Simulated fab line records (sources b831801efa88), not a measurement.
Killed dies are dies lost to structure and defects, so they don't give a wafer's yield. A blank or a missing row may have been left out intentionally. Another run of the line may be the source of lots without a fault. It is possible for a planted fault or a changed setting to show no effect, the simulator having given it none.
Chamber matching -- flow sky130 -- cmp-02 running SKY_FIELD_ISO_CMP_27: 4 sister chambers
The step polishes, stops on Si3N4, t overpolish 16 s, target thk 457.8 nm. 8 wafers are shown with their chamber, then 7 later ones without.

## WAFERS WITH THEIR CHAMBER
wafer,chamber,motorCurrentA (A),timeToEndpointS (s)
L759.2,1,13.1,122
L764.1,2,14.4,116
L764.4,3,9.5,113
L766.3,2,14.0,108
L766.5,3,9.5,105
L766.6,0,11.2,105
L768.1,1,12.8,118
L768.2,0,10.9,105

## WAFERS WITHOUT THEIR CHAMBER
wafer,motorCurrentA (A),timeToEndpointS (s)
L768.4,9.6,105
L780.2,9.4,104
L780.3,14.3,106
L780.4,12.1,113
L781.2,13.1,115
L781.3,9.7,100
L781.4,11.9,100

## CHAMBER TAKEN BY EACH
wafer,from the rows above,in truth
L768.4,3,3
L780.2,3,3
L780.3,2,2
L780.4,can't be placed: 1 or 0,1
L781.2,1,1
L781.3,3,3
L781.4,0,0
Placed correctly: 6 of 7. Can't be placed from these rows: 1 (the true chamber is among the candidates in 1). Placed wrongly: 0.
How it was worked out, from the rows above alone: a wafer's distance from a chamber is the root of the sum, over the readings, of the square of ((its reading less the chamber's mean) divided by the reading's scatter). If the next closest chamber is less than 2 further off than the closest, the wafer can't be placed; otherwise it belongs to the closest. For every chamber, the mean is computed from those of its wafers that are shown. How the scatter is found: for the shown wafers, subtract from each reading the mean of its chamber, square and add these, divide the total by (wafers less chambers), then take the root.
